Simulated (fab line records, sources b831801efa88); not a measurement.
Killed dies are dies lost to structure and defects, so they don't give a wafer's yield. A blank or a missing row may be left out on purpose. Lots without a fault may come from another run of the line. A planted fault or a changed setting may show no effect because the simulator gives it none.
fab line records | flow sky130
record lots=5 wafers=15 last_day=49
route steps=708 shown METAL2@504 VIA2@507 METAL3@532 CAPM@537
lots that met no fault: from a run of the same line without faults
start_h: hours from the record's first day to the start of the lot's first wafer shown | wait_h: hours since the lot's step before | " the same as in the row above | L1.1+2: a row that stands for several wafers | - no value, or no start given | * or withheld: withheld | < > ~ a bound
route shown NAME@n: a module of which the file shows steps, and the number in the route of the first | usual: mean/standard deviation of fault-free wafers | same: alike in all rows | chamber/n: place in a boat | sites: the reading at each site | _std_site: their standard deviation | _edge_site: outer sites' mean less inner sites' | radius_mm: how far each site lies from the wafer's centre | mask NAME#n: copy n | behind: the tool/chamber that last shaped the wafer | hold: why the lot was held/for how many hours/how that ended | device: the transistor (n, p or np) that didn't switch | end of line: the same wafers' tests at the end of the route | a step without rows: its recipe alone | killed: dies lost to structure and defects at the first sort, not the wafer's yield | map: a wafer's dies, x killed, . not, _ none there
set.NAME: the setting as run; set.NAME@STEP: as run at that earlier step | model.NAME: the simulator's own value behind a step, which no gauge read
lots at some steps of the route; a table a step, a row a wafer
services: from which hour (start_h, from the record's first day; less than 0 if before it) a tool's chamber was out of use, for how many hours, and why
## steps
# step SKY_METAL2_STRIP_21
# recipe chemistry=post_etch_residue_remover time_s=1200 temp_c=72.5
# usual bath_heat_duty_pct=14.4/2
# columns lot.wafer tool chamber start_h wait_h bath_heat_duty_pct
L076.1 wet_bench-04 2 823.34 0.1 12.5
L076.2 " 2 " " 10.7
L076.5 " 2 " " 10.9
L080.1 wet_bench-01 2 865.26 0.1 16.3
L080.4 " 2 " " 17.2
L080.5 " 2 " " 17.9
L083.2 wet_bench-01 1 901.62 0.1 14.4
L083.3 " 1 " " 15.0
L083.5 " 1 " " 15.0
L086.1 wet_bench-01 1 912.66 0.1 15.7
L086.5 " 1 " " 15.4
L086.6 " 1 " " 17.3
L093.1 wet_bench-01 3 956.22 0.1 14.7
L093.3 " 3 " " 13.5
L093.4 " 3 " " 15.3
# step SKY_METAL2_CLEAN_22
# recipe chemistry=IPA time_s=180 temp_c=25
# usual bath_heat_duty_pct=6.3/0.66
# columns lot.wafer tool chamber start_h wait_h bath_heat_duty_pct
L076.1 wet_bench-01 3 823.68 0.0 5.7
L076.2 " 3 " " 6.1
L076.5 " 3 " " 7.0
L080.1 wet_bench-03 2 865.60 0.0 7.5
L080.4 " 2 " " 6.6
L080.5 " 2 " " 6.4
L083.2 wet_bench-04 3 901.97 0.0 6.0
L083.3 " 3 " " 5.3
L083.5 " 3 " " 5.7
L086.1 wet_bench-03 2 913.03 0.0 6.6
L086.5 " 2 " " 6.5
L086.6 " 2 " " 6.7
L093.1 wet_bench-04 0 956.57 0.0 6.5
L093.3 " 0 " " 5.6
L093.4 " 0 " " 6.5
# step SKY_METAL2_CLEAN_23
# recipe chemistry=O3/DIW dry=n2_spin
# columns lot.wafer tool chamber start_h wait_h
L076.1+2+5 wet_bench-03 1 823.74 0.0
L080.1+4+5 wet_bench-04 0 865.66 0.0
L083.2+3+5 wet_bench-04 1 902.02 0.0
L086.1+5+6 wet_bench-04 3 913.10 0.0
L093.1+3+4 wet_bench-01 0 956.62 0.0
# step SKY_VIA2_HDPCVD_00
# recipe material=SiO2 target_thk_nm=1180 sigma_open_frac=0.3 time_s=196.7 temp_c=400 sih4_flow_sccm=60 pressure_mtorr=6
# columns lot.wafer tool chamber start_h wait_h
L076.1+2+5 hdpcvd-01 2,0,0 823.83 0.0
L080.1+4+5 hdpcvd-02 2,2,1 865.76 0.0
L083.2+3+5 hdpcvd-02 2,0,2 902.12 0.0
L086.1+5+6 hdpcvd-02 1,0,2 913.19 0.0
L093.1+3+4 hdpcvd-01 0,1,0 956.72 0.0
# step SKY_VIA2_THK_MEAS_01
# recipe reads=SiO2_of_VIA2_HDPCVD_00
# usual VIA2_HDPCVD_THK=1183/13
# columns lot.wafer tool chamber start_h wait_h VIA2_HDPCVD_THK[nm]
L076.1 film_metro-03 - 823.95 0.1 1177
L076.2 " - " " 1168
L076.5 " - " " 1179
L080.1 film_metro-03 - 865.88 0.1 1210
L080.4 " - " " 1199
L080.5 " - " " 1191
L083.2 film_metro-01 - 902.25 0.1 1199
L083.3 " - " " 1184
L083.5 " - " " 1190
L086.1 film_metro-03 - 913.32 0.1 1191
L086.5 " - " " 1190
L086.6 " - " " 1184
L093.1 film_metro-01 - 956.84 0.1 1188
L093.3 " - " " 1177
L093.4 " - " " 1174
# step SKY_VIA2_CMP_02
# recipe material=SiO2 down_force_psi=4 platen_rpm=60 pad_velocity_m_s=0.94248
# usual edge_zone_pressure_frac=1.000/0.0056 head_pressure_psi=4.002/0.0088 motor_current_A=12.3/1.2
# columns lot.wafer tool chamber start_h wait_h edge_zone_pressure_frac head_pressure_psi motor_current_A
L076.1 cmp-01 1 824.01 0.1 1.001 4.006 12.7
L076.2 " 3 " " 0.994 3.998 11.3
L076.5 " 1 " " 0.998 4.010 13.2
L080.1 cmp-01 0 865.94 0.1 1.006 4.003 14.0
L080.4 " 2 " " 0.996 4.005 10.9
L080.5 " 0 " " 0.994 4.011 14.4
L083.2 cmp-01 0 902.35 0.1 1.002 3.993 14.6
L083.3 " 1 " " 0.995 4.007 13.0
L083.5 " 3 " " 0.993 4.005 10.9
L086.1 cmp-02 3 913.48 0.1 0.994 4.003 11.1
L086.6 " 1 " " 1.002 4.008 13.3
L086.5 " 2 " " 0.998 3.991 13.5
L093.4 cmp-01 0 956.90 0.0 1.003 3.994 14.0
L093.1 " 2 " " 1.005 3.996 11.4
L093.3 " 3 " " 1.000 3.997 11.1
# step SKY_VIA2_BOW_MEAS_03
# recipe mode=bow
# usual VIA2_BOW=84/8.1
# columns lot.wafer tool chamber start_h wait_h VIA2_BOW[um]
L076.1 film_metro-02 - 824.31 0.2 96
L076.2 " - " " 82
L076.5 " - " " 87
L080.1 film_metro-01 - 866.24 0.2 79
L080.4 " - " " 83
L080.5 " - " " 79
L083.2 film_metro-03 - 902.62 0.2 83
L083.3 " - " " 84
L083.5 " - " " 67
L086.1 film_metro-03 - 913.68 0.1 84
L086.5 " - " " 82
L086.6 " - " " 81
L093.1 film_metro-02 - 957.20 0.1 86
L093.3 " - " " 94
L093.4 " - " " 90
# step SKY_VIA2_DEHYDRATE_04
# recipe temp_c=200 time_s=60
# usual resist_line_temp_C=22.98/0.095
# columns lot.wafer tool chamber start_h wait_h resist_line_temp_C
L076.1 litho_track-04 0 837.56 13.2 23.07
L076.2 " 0 " " 22.95
L076.5 " 0 " " 23.06
L080.1 litho_track-04 0 879.41 13.1 23.09
L080.4 " 0 " " 23.04
L080.5 " 0 " " 23.12
L083.2 litho_track-04 0 914.98 12.3 22.86
L083.3 " 0 " " 22.98
L083.5 " 0 " " 22.94
L086.1 litho_track-04 0 925.61 11.9 22.83
L086.5 " 0 " " 23.00
L086.6 " 0 " " 22.92
L093.1 litho_track-04 0 969.01 11.8 22.98
L093.3 " 0 " " 23.03
L093.4 " 0 " " 22.91
# step SKY_VIA2_HMDS_05
# recipe prime_time_s=60 prime_temp_c=120
# usual resist_line_temp_C=22.99/0.11
# same prime_time_s=60
# columns lot.wafer tool chamber start_h wait_h resist_line_temp_C
L076.1 litho_track-04 0 837.71 0.1 22.95
L076.2 " 0 " " 23.03
L076.5 " 0 " " 23.04
L080.1 litho_track-04 0 879.56 0.1 22.95
L080.4 " 0 " " 23.13
L080.5 " 0 " " 23.00
L083.2 litho_track-04 0 915.13 0.1 23.24
L083.3 " 0 " " 22.91
L083.5 " 0 " " 22.96
L086.1 litho_track-04 0 925.76 0.1 22.90
L086.5 " 0 " " 22.96
L086.6 " 0 " " 22.83
L093.1 litho_track-04 0 969.16 0.1 22.78
L093.3 " 0 " " 22.89
L093.4 " 0 " " 23.00
# step SKY_VIA2_COAT_06
# recipe resist=BARC temp_c=withheld time_s=withheld spin_rpm=3000 resist_thk_nm=60
# usual resist_line_temp_C=*
# columns lot.wafer tool chamber start_h wait_h resist_line_temp_C
L076.1 litho_track-04 0 837.86 0.1 *
L076.2 " 0 " " *
L076.5 " 0 " " *
L080.1 litho_track-04 0 879.71 0.1 *
L080.4 " 0 " " *
L080.5 " 0 " " *
L083.2 litho_track-04 0 915.28 0.1 *
L083.3 " 0 " " *
L083.5 " 0 " " *
L086.1 litho_track-04 0 925.91 0.1 *
L086.5 " 0 " " *
L086.6 " 0 " " *
L093.1 litho_track-04 0 969.31 0.1 *
L093.3 " 0 " " *
L093.4 " 0 " " *
# step SKY_VIA2_COAT_07
# recipe resist=KrF-thick spin_rpm=3000 resist_thk_nm=450
# usual resist_line_temp_C=23.02/0.11
# columns lot.wafer tool chamber start_h wait_h resist_line_temp_C
L076.1 litho_track-04 0 - - 23.10
L076.2 " 0 " " 23.00
L076.5 " 0 " " 23.17
L080.1 litho_track-04 0 - - 22.95
L080.4 " 0 " " 23.09
L080.5 " 0 " " 22.94
L083.2 litho_track-04 0 - - 22.87
L083.3 " 0 " " 23.01
L083.5 " 0 " " 22.94
L086.1 litho_track-04 0 - - 23.13
L086.5 " 0 " " 23.10
L086.6 " 0 " " 23.06
L093.1 litho_track-04 0 - - 23.14
L093.3 " 0 " " 23.19
L093.4 " 0 " " 23.26
# step SKY_VIA2_SOFTBAKE_08
# recipe temp_c=100 time_s=90 resist=KrF-thick
# usual resist_line_temp_C=22.97/0.1
# columns lot.wafer tool chamber start_h wait_h resist_line_temp_C
L076.1 litho_track-04 0 - - 22.89
L076.2 " 0 " " 23.00
L076.5 " 0 " " 22.95
L080.1 litho_track-04 0 - - 23.01
L080.4 " 0 " " 22.87
L080.5 " 0 " " 22.94
L083.2 litho_track-04 0 - - 22.91
L083.3 " 0 " " 22.88
L083.5 " 0 " " 22.97
L086.1 litho_track-04 0 - - 22.95
L086.5 " 0 " " 23.05
L086.6 " 0 " " 22.94
L093.1 litho_track-04 0 - - 22.91
L093.3 " 0 " " 22.86
L093.4 " 0 " " 22.89
# step SKY_VIA2_EXPOSE_09
# recipe mask_id=VIM2 na=0.8 source_shape=annular sigma_inner=0.55 sigma_outer=0.85 target_cd_nm=200 dose_mj=38
# usual reticle_temp_C=23.00/0.097 stage_vel_mm_s=500.01/0.26
# columns lot.wafer tool chamber start_h wait_h mask reticle_temp_C stage_vel_mm_s
L076.1 krf_scanner-01 0 - - VIM2#0 23.04 499.77
L076.2 " 0 " " VIM2#0 23.12 500.03
L076.5 " 0 " " VIM2#0 23.10 499.75
L080.1 krf_scanner-01 0 - - VIM2#0 23.00 500.11
L080.4 " 0 " " VIM2#0 23.04 500.44
L080.5 " 0 " " VIM2#0 23.12 500.06
L083.2 krf_scanner-02 0 - - VIM2#0 22.94 500.25
L083.3 " 0 " " VIM2#0 22.87 499.80
L083.5 " 0 " " VIM2#0 22.94 500.11
L086.1 krf_scanner-02 0 - - VIM2#0 22.94 500.22
L086.5 " 0 " " VIM2#0 22.92 500.06
L086.6 " 0 " " VIM2#0 22.94 499.94
L093.1 krf_scanner-02 0 - - VIM2#0 23.01 500.31
L093.3 " 0 " " VIM2#0 23.01 500.40
L093.4 " 0 " " VIM2#0 23.01 500.18
# step SKY_VIA2_PEB_10
# recipe peb_temp_c=withheld peb_time_s=withheld resist=KrF-thick
# usual resist_line_temp_C=*
# columns lot.wafer tool chamber start_h wait_h resist_line_temp_C
L076.1 litho_track-03 0 - - *
L076.2 " 0 " " *
L076.5 " 0 " " *
L080.1 litho_track-02 0 - - *
L080.4 " 0 " " *
L080.5 " 0 " " *
L083.2 litho_track-03 0 - - *
L083.3 " 0 " " *
L083.5 " 0 " " *
L086.1 litho_track-02 0 - - *
L086.5 " 0 " " *
L086.6 " 0 " " *
L093.1 litho_track-04 0 - - *
L093.3 " 0 " " *
L093.4 " 0 " " *
# step SKY_VIA2_DEVELOP_11
# recipe develop_time_s=58.82 resist=KrF-thick dev_temp_c=21
# usual resist_line_temp_C=22.99/0.11
# columns lot.wafer tool chamber start_h wait_h resist_line_temp_C
L076.1 litho_track-03 0 - - 23.08
L076.2 " 0 " " 23.00
L076.5 " 0 " " 23.02
L080.1 litho_track-02 0 - - 23.01
L080.4 " 0 " " 22.91
L080.5 " 0 " " 23.01
L083.2 litho_track-03 0 - - 23.14
L083.3 " 0 " " 23.29
L083.5 " 0 " " 23.02
L086.1 litho_track-02 0 - - 22.98
L086.5 " 0 " " 23.00
L086.6 " 0 " " 22.98
L093.1 litho_track-04 0 - - 22.99
L093.3 " 0 " " 22.95
L093.4 " 0 " " 22.97
# step SKY_VIA2_CD_MEAS_12
# recipe target_cd_nm=200
# usual cd_nm=200.0/1.6
# columns lot.wafer tool chamber start_h wait_h cd_nm
L076.1 cd_sem-01 - 851.78 - 199.8
L076.2 " - " " 197.8
L076.5 " - " " 198.6
L080.1 cd_sem-02 - 893.97 - 196.8
L080.4 " - " " 198.2
L080.5 " - " " 197.7
L083.2 cd_sem-02 - 927.40 - 200.6
L083.3 " - " " 197.5
L083.5 " - " " 201.9
L086.1 cd_sem-01 - 938.82 - 198.4
L086.5 " - " " 198.0
L086.6 " - " " 197.2
L093.1 cd_sem-01 - 980.96 - 198.9
L093.3 " - " " 197.3
L093.4 " - " " 197.7
# step SKY_VIA2_OVL_MEAS_13
# usual VIA2_OVL=2/5
# columns lot.wafer tool chamber start_h wait_h VIA2_OVL[nm]
L076.1 overlay-01 - 851.90 0.1 0
L076.2 " - " " 4
L076.5 " - " " 1
L080.1 overlay-02 - 894.09 0.1 7
L080.4 " - " " -1
L080.5 " - " " 9
L083.2 overlay-01 - 927.51 0.1 -3
L083.3 " - " " 2
L083.5 " - " " -2
L086.1 overlay-02 - 938.94 0.1 0
L086.5 " - " " 5
L086.6 " - " " 9
L093.1 overlay-01 - 981.08 0.1 11
L093.3 " - " " 14
L093.4 " - " " 7
# step SKY_VIA2_ETCH_14
# recipe chemistry=N2/H2 target=BARC ion_energy_ev=200 source_w=500 bias_w=100 pressure_mtorr=30 n2_flow_sccm=100 h2_flow_sccm=200 stop_on=SiO2 time_s=45.9 target_depth_a=600
# usual drypump_motor_current_A=5.8/0.41 oes_product_au=0.854/0.005 throttle_valve_pct=13.224/0.0099
# columns lot.wafer tool chamber start_h wait_h drypump_motor_current_A oes_product_au rf_hours_counter_h throttle_valve_pct
L076.1 rie_diel-01 2 851.94 0.0 5.4 0.852 1 13.219
L076.2 " 3 " " 4.8 0.849 14 13.228
L076.5 " 2 " " 5.4 0.848 - 13.220
L080.1 rie_diel-03 2 894.12 0.0 6.4 0.862 14 13.216
L080.4 " 1 " " 5.8 0.861 4 13.208
L080.5 " 2 " " 6.4 0.862 - 13.220
L083.2 rie_diel-03 3 927.54 0.0 6.4 0.848 11 13.224
L083.3 " 1 " " 5.8 0.851 5 13.229
L083.5 " 2 " " 6.4 0.850 - 13.226
L086.1 rie_diel-02 1 938.97 0.0 5.9 0.855 14 13.226
L086.5 " 3 " " 5.6 0.851 - 13.214
L086.6 " 2 " " 6.1 0.846 - 13.224
L093.1 rie_diel-03 0 981.12 0.0 5.8 0.852 14 13.214
L093.3 " 1 " " 5.9 0.864 7 13.216
L093.4 " 2 " " 6.4 0.851 18 13.219
# step SKY_VIA2_ETCH_15
# recipe target=SiO2 chemistry=C4F8/O2/Ar target_depth_nm=546 stop_on=TiN mask_material=KrF-thick source_w=1500 bias_w=1200 pressure_mtorr=40 c4f8_flow_sccm=withheld O2_flow_sccm=6 Ar_flow_sccm=300 time_s=84
# usual oes_product_au=0.939/0.0049
# columns lot.wafer tool chamber start_h wait_h oes_product_au rf_hours_counter_h
L076.1 rie_diel-01 2 851.98 0.0 0.936 1
L076.2 " 3 " " 0.936 14
L076.5 " 2 " " 0.941 -
L080.1 rie_diel-03 2 894.16 0.0 0.947 14
L080.4 " 1 " " 0.938 4
L080.5 " 2 " " 0.941 -
L083.2 rie_diel-03 3 927.58 0.0 0.941 11
L083.3 " 1 " " 0.932 5
L083.5 " 2 " " 0.941 -
L086.1 rie_diel-02 1 939.01 0.0 0.949 14
L086.5 " 3 " " 0.931 -
L086.6 " 2 " " 0.944 -
L093.1 rie_diel-03 0 981.16 0.0 0.937 14
L093.3 " 1 " " 0.949 7
L093.4 " 2 " " 0.940 18
# step SKY_VIA2_STRIP_16
# recipe chemistry=O2/N2 power_w=1400 pressure_mtorr=1500 platen_temp_c=withheld o2_flow_sccm=3000 n2_flow_sccm=300 overash_fraction=0.5
# usual drypump_motor_current_A=5.6/0.33 o2_flow_sccm=3000/9.3 oes_product_au=0.399/0.005 strip_time_to_endpoint_s=4.064/0.023
# same overash_fraction=0.5
# columns lot.wafer tool chamber start_h wait_h drypump_motor_current_A o2_flow_sccm oes_product_au rf_hours_counter_h strip_time_to_endpoint_s
L076.1 plasma_asher-03 1 852.04 0.0 5.9 3002 0.396 100 4.097
L076.2 " 0 " " 6.0 3009 0.407 100 4.061
L076.5 " 1 " " 5.9 3005 0.401 - 4.103
L080.1 plasma_asher-03 1 894.23 0.0 5.9 3008 0.396 104 4.092
L080.4 " 0 " " 6.0 2993 0.395 - 4.060
L080.5 " 1 " " 5.9 3004 0.402 - 4.099
L083.2 plasma_asher-03 0 927.65 0.0 6.0 3009 0.391 107 4.087
L083.3 " 0 " " 6.0 3005 0.386 - 4.075
L083.5 " 0 " " 6.0 3005 0.392 - 4.108
L086.1 plasma_asher-01 1 939.08 0.0 5.4 3001 0.402 77 4.078
L086.5 " 0 " " 5.6 2999 0.405 - 4.070
L086.6 " 1 " " 5.4 3014 0.403 - 4.069
L093.1 plasma_asher-01 1 981.22 0.0 5.4 2996 0.391 82 4.097
L093.3 " 0 " " 5.6 3012 0.403 - 4.072
L093.4 " 1 " " 5.4 3006 0.401 - 4.114
# step SKY_VIA2_STRIP_17
# recipe chemistry=post_etch_residue_remover time_s=1200 temp_c=72.5
# usual bath_heat_duty_pct=15.1/1.1
# columns lot.wafer tool chamber start_h wait_h bath_heat_duty_pct
L076.1 wet_bench-02 3 852.14 0.1 14.5
L076.2 " 3 " " 16.5
L076.5 " 3 " " 14.8
L080.1 wet_bench-01 1 894.33 0.1 15.5
L080.4 " 1 " " 17.0
L080.5 " 1 " " 15.9
L083.2 wet_bench-03 1 927.75 0.1 14.3
L083.3 " 1 " " 13.2
L083.5 " 1 " " 15.2
L086.1 wet_bench-02 3 939.18 0.1 13.4
L086.5 " 3 " " 14.2
L086.6 " 3 " " 14.7
L093.1 wet_bench-02 1 981.32 0.1 15.1
L093.3 " 1 " " 16.2
L093.4 " 1 " " 14.8
# step SKY_VIA2_CLEAN_18
# recipe chemistry=IPA time_s=180 temp_c=25
# usual bath_heat_duty_pct=6.5/0.67
# columns lot.wafer tool chamber start_h wait_h bath_heat_duty_pct
L076.1 wet_bench-03 2 852.52 0.0 7.1
L076.2 " 2 " " 7.0
L076.5 " 2 " " 6.2
L080.1 wet_bench-03 2 894.67 0.0 6.8
L080.4 " 2 " " 6.7
L080.5 " 2 " " 5.6
L083.2 wet_bench-03 3 928.12 0.0 5.9
L083.3 " 3 " " 6.8
L083.5 " 3 " " 6.4
L086.1 wet_bench-03 1 939.52 0.0 7.3
L086.5 " 1 " " 5.9
L086.6 " 1 " " 5.9
L093.1 wet_bench-03 2 981.69 0.0 6.6
L093.3 " 2 " " 7.6
L093.4 " 2 " " 6.3
# step SKY_VIA2_CLEAN_19
# recipe chemistry=O3/DIW dry=n2_spin
# columns lot.wafer tool chamber start_h wait_h
L076.1+2+5 wet_bench-01 3 852.58 0.0
L080.1+4+5 wet_bench-02 3 894.73 0.0
L083.2+3+5 wet_bench-02 1 928.18 0.0
L086.1+5+6 wet_bench-01 0 939.58 0.0
L093.1+3+4 wet_bench-02 2 981.76 0.0
# step SKY_VIA2_SPUTTER_20
# recipe material=TiN target_thk_nm=20 chamber_pressure_pa=5 power_w=4000 time_s=80
# usual throttle_valve_pct=30.2/0.92
# columns lot.wafer tool chamber start_h wait_h throttle_valve_pct
L076.1 pvd_sputter-02 - 852.68 0.0 29.6
L076.2 " - " " 31.0
L076.5 " - " " 31.4
L080.1 pvd_sputter-03 - 894.82 0.0 30.2
L080.4 " - " " 31.4
L080.5 " - " " 31.3
L083.2 pvd_sputter-02 - 928.27 0.0 29.3
L083.3 " - " " 29.9
L083.5 " - " " 31.0
L086.1 pvd_sputter-03 - 939.68 0.0 30.0
L086.5 " - " " 29.8
L086.6 " - " " 31.4
L093.1 pvd_sputter-04 - 981.87 0.0 29.7
L093.3 " - " " 27.2
L093.4 " - " " 30.6
# step SKY_VIA2_CVD_21
# recipe material=W target_thk_nm=420 time_s=126.4 temp_c=400 pressure_torr=40
# usual chamber_pressure_Torr=40.00/0.086 heater_power_w=789/73
# columns lot.wafer tool chamber start_h wait_h chamber_pressure_Torr heater_power_w
L076.1 cvd_w-01 1 852.75 0.0 39.98 714
L076.2 " 0 " " 39.79 940
L076.5 " 0 " " 39.95 918
L080.1 cvd_w-02 1 894.89 0.0 39.92 853
L080.4 " 0 " " 40.05 768
L080.5 " 0 " " 39.93 767
L083.2 cvd_w-01 0 928.33 0.0 39.87 828
L083.3 " 1 " " 40.13 676
L083.5 " 0 " " 40.07 819
L086.1 cvd_w-01 0 939.74 0.0 40.12 839
L086.5 " 1 " " 40.16 670
L086.6 " 0 " " 39.92 858
L093.1 cvd_w-02 0 981.93 0.0 39.99 777
L093.3 " 1 " " 39.96 811
L093.4 " 0 " " 40.17 771
# step SKY_VIA2_RS_MEAS_22
# recipe thk_meas_gauge=four-point-probe reads=W_of_VIA2_CVD_21+TiN_of_VIA2_SPUTTER_20
# usual VIA2_W_RS=0.273/0.0043
# columns lot.wafer tool chamber start_h wait_h VIA2_W_RS[ohm/sq]
L076.1 film_metro-03 - 852.88 0.1 0.268
L076.2 " - " " 0.267
L076.5 " - " " 0.266
L080.1 film_metro-02 - 895.02 0.1 0.275
L080.4 " - " " 0.275
L080.5 " - " " 0.281
L083.2 film_metro-02 - 928.48 0.1 0.269
L083.3 " - " " 0.268
L083.5 " - " " 0.268
L086.1 film_metro-01 - 939.87 0.1 0.271
L086.5 " - " " 0.270
L086.6 " - " " 0.269
L093.1 film_metro-02 - 982.06 0.1 0.279
L093.3 " - " " 0.279
L093.4 " - " " 0.275
# step SKY_VIA2_THK_MEAS_23
# recipe thk_meas_gauge=xrf reads=W_of_VIA2_CVD_21
# usual VIA2_W_THK=422/8.3
# columns lot.wafer tool chamber start_h wait_h VIA2_W_THK[nm]
L076.1 film_metro-03 - 853.00 0.1 427
L076.2 " - " " 427
L076.5 " - " " 425
L080.1 film_metro-02 - 895.14 0.1 412
L080.4 " - " " 411
L080.5 " - " " 405
L083.2 film_metro-02 - 928.59 0.1 422
L083.3 " - " " 424
L083.5 " - " " 424
L086.1 film_metro-01 - 939.99 0.1 434
L086.5 " - " " 436
L086.6 " - " " 438
L093.1 film_metro-02 - 982.18 0.1 411
L093.3 " - " " 410
L093.4 " - " " 415
# step SKY_VIA2_CMP_24
# recipe stop_on=SiO2 t_overpolish_s=20 down_force_psi=3.5 platen_rpm=60 target_thk_nm=0 pad_velocity_m_s=0.94248
# usual edge_zone_pressure_frac=0.999/0.0053 head_pressure_psi=3.500/0.0083 motor_current_A=11.2/1.1 overpolish_run_s=19.999/0.0092 time_to_endpoint_s=101/3.3
# columns lot.wafer tool chamber start_h wait_h edge_zone_pressure_frac head_pressure_psi motor_current_A overpolish_run_s time_to_endpoint_s
L076.2 cmp-02 3 853.11 0.1 1.004 3.488 10.2 19.994 106
L076.1 " 1 " " 0.996 3.510 12.7 19.995 102
L076.5 " 3 " " 0.990 3.484 10.6 19.988 108
L080.4 cmp-01 3 895.20 0.0 0.994 3.486 10.2 20.001 100
L080.1 " 0 " " 0.997 3.508 11.9 20.011 104
L080.5 " 0 " " 0.992 3.511 12.8 20.005 104
L083.3 cmp-02 1 928.74 0.1 1.016 3.508 12.9 19.997 100
L083.2 " 2 " " 1.004 3.512 11.8 19.992 101
L083.5 " 0 " " 0.987 3.510 10.4 19.983 100
L086.1 cmp-01 3 940.20 0.2 0.998 3.498 10.3 19.999 100
L086.6 " 0 " " 1.000 3.497 13.0 19.995 104
L086.5 " 1 " " 1.001 3.498 12.0 20.005 109
L093.1 cmp-01 2 982.24 0.1 0.996 3.511 9.8 20.007 94
L093.4 " 0 " " 1.002 3.490 12.5 20.002 97
L093.3 " 1 " " 0.999 3.480 11.9 19.998 97
# step SKY_METAL3_SPUTTER_00
# recipe material=Ti target_thk_nm=15 power_w=3000 time_s=10 chamber_pressure_pa=0.4
# usual throttle_valve_pct=30.1/1.1
# columns lot.wafer tool chamber start_h wait_h throttle_valve_pct
L076.1 pvd_sputter-01 - 853.36 0.1 28.5
L076.2 " - " " 29.8
L076.5 " - " " 30.1
L080.1 pvd_sputter-03 - 895.50 0.2 29.6
L080.4 " - " " 31.5
L080.5 " - " " 30.3
L083.2 pvd_sputter-01 - 928.94 0.1 30.2
L083.3 " - " " 29.9
L083.5 " - " " 28.6
L086.1 pvd_sputter-04 - 940.35 0.1 27.2
L086.5 " - " " 30.7
L086.6 " - " " 29.7
L093.1 pvd_sputter-03 - 982.54 0.2 31.0
L093.3 " - " " 31.1
L093.4 " - " " 29.7
# step SKY_METAL3_SPUTTER_01
# recipe material=TiN target_thk_nm=20 power_w=6500 time_s=16.7 chamber_pressure_pa=0.4
# usual throttle_valve_pct=30.1/1.1
# columns lot.wafer tool chamber start_h wait_h throttle_valve_pct
L076.1 pvd_sputter-01 - 853.38 0.0 28.5
L076.2 " - " " 30.1
L076.5 " - " " 30.1
L080.1 pvd_sputter-03 - 895.52 0.0 29.8
L080.4 " - " " 31.4
L080.5 " - " " 30.1
L083.2 pvd_sputter-01 - 928.97 0.0 30.5
L083.3 " - " " 30.0
L083.5 " - " " 28.7
L086.1 pvd_sputter-04 - 940.38 0.0 27.4
L086.5 " - " " 30.6
L086.6 " - " " 29.5
L093.1 pvd_sputter-03 - 982.56 0.0 31.4
L093.3 " - " " 31.1
L093.4 " - " " 29.7
# step SKY_METAL3_SPUTTER_02
# recipe material=AlCu target_thk_nm=735 power_w=10600 time_s=39.1 chamber_pressure_pa=0.4
# usual throttle_valve_pct=30.1/1.1
# columns lot.wafer tool chamber start_h wait_h throttle_valve_pct
L076.1 pvd_sputter-01 - 853.40 0.0 28.8
L076.2 " - " " 30.0
L076.5 " - " " 29.9
L080.1 pvd_sputter-03 - 895.54 0.0 29.7
L080.4 " - " " 31.3
L080.5 " - " " 30.1
L083.2 pvd_sputter-01 - 928.99 0.0 30.4
L083.3 " - " " 29.6
L083.5 " - " " 28.5
L086.1 pvd_sputter-04 - 940.40 0.0 27.3
L086.5 " - " " 30.6
L086.6 " - " " 29.5
L093.1 pvd_sputter-03 - 982.59 0.0 31.5
L093.3 " - " " 30.9
L093.4 " - " " 29.7
# step SKY_METAL3_SPUTTER_03
# recipe material=Ti target_thk_nm=5 power_w=3000 time_s=3.3 chamber_pressure_pa=0.4
# usual throttle_valve_pct=30.1/1.1
# columns lot.wafer tool chamber start_h wait_h throttle_valve_pct
L076.1 pvd_sputter-01 - 853.44 0.0 28.6
L076.2 " - " " 29.9
L076.5 " - " " 29.9
L080.1 pvd_sputter-03 - 895.58 0.0 29.8
L080.4 " - " " 31.3
L080.5 " - " " 30.2
L083.2 pvd_sputter-01 - 929.03 0.0 30.3
L083.3 " - " " 29.8
L083.5 " - " " 28.5
L086.1 pvd_sputter-04 - 940.44 0.0 27.4
L086.5 " - " " 30.8
L086.6 " - " " 29.8
L093.1 pvd_sputter-03 - 982.62 0.0 31.3
L093.3 " - " " 31.1
L093.4 " - " " 29.7
# step SKY_METAL3_SPUTTER_04
# recipe material=TiN target_thk_nm=70 power_w=6500 time_s=58.3 chamber_pressure_pa=0.4
# usual throttle_valve_pct=30.1/1.1
# columns lot.wafer tool chamber start_h wait_h throttle_valve_pct
L076.1 pvd_sputter-01 - 853.46 0.0 28.6
L076.2 " - " " 29.9
L076.5 " - " " 29.8
L080.1 pvd_sputter-03 - 895.60 0.0 29.7
L080.4 " - " " 31.6
L080.5 " - " " 30.1
L083.2 pvd_sputter-01 - 929.05 0.0 30.0
L083.3 " - " " 30.2
L083.5 " - " " 28.5
L086.1 pvd_sputter-04 - 940.46 0.0 27.3
L086.5 " - " " 30.6
L086.6 " - " " 29.5
L093.1 pvd_sputter-03 - 982.64 0.0 31.6
L093.3 " - " " 31.4
L093.4 " - " " 29.8
# step SKY_CAPM_CVD_00
# recipe material=SiO2 target_thk_nm=15.5 temp_c=400 time_s=withheld rf_w=450
# usual heater_power_w=711/110
# columns lot.wafer tool chamber start_h wait_h heater_power_w
L076.1 pecvd-02 0 853.51 0.0 506
L076.2 " 2 " " 758
L076.5 " 0 " " 508
L080.1 pecvd-02 2 895.65 0.0 723
L080.4 " 2 " " 712
L080.5 " 1 " " 696
L083.2 pecvd-04 2 929.10 0.0 794
L083.3 " 1 " " 648
L083.5 " 2 " " 812
L086.1 pecvd-04 2 940.51 0.0 666
L086.5 " 2 " " 680
L086.6 " 0 " " 655
L093.1 pecvd-02 2 982.69 0.0 731
L093.3 " 0 " " 544
L093.4 " 2 " " 757
## services
# columns tool chamber start_h hours kind
pecvd-02 0 799.72 11.1 repair
pecvd-02 2 819.45 3.6 repair
rie_diel-03 3 822.77 11.0 repair
cmp-01 - 828.92 1.5 repair
rie_diel-03 0 836.64 2.2 repair
pvd_sputter-04 - 843.98 14.7 repair
cmp-02 - 860.25 0.6 repair
cmp-02 - 890.01 0.8 repair
pvd_sputter-04 - 903.38 32.2 repair
plasma_asher-03 - 903.62 2.8 pm
cvd_w-01 - 904.00 14.0 pm
hdpcvd-02 2 906.12 4.9 repair
cmp-02 - 907.97 0.5 repair
cmp-01 - 912.00 4.0 pm
pecvd-02 1 912.87 8.6 repair
krf_scanner-02 - 914.35 1.0 pm
pvd_sputter-01 - 915.19 2.7 repair
rie_diel-03 0 919.19 15.4 repair
pecvd-02 - 919.66 6.0 pm
cvd_w-01 - 920.78 6.9 pm
pvd_sputter-01 - 923.58 3.6 repair
wet_bench-01 - 926.45 4.4 pm
krf_scanner-02 - 928.85 4.3 repair
cmp-01 - 972.04 1.9 repair
## key
fault none
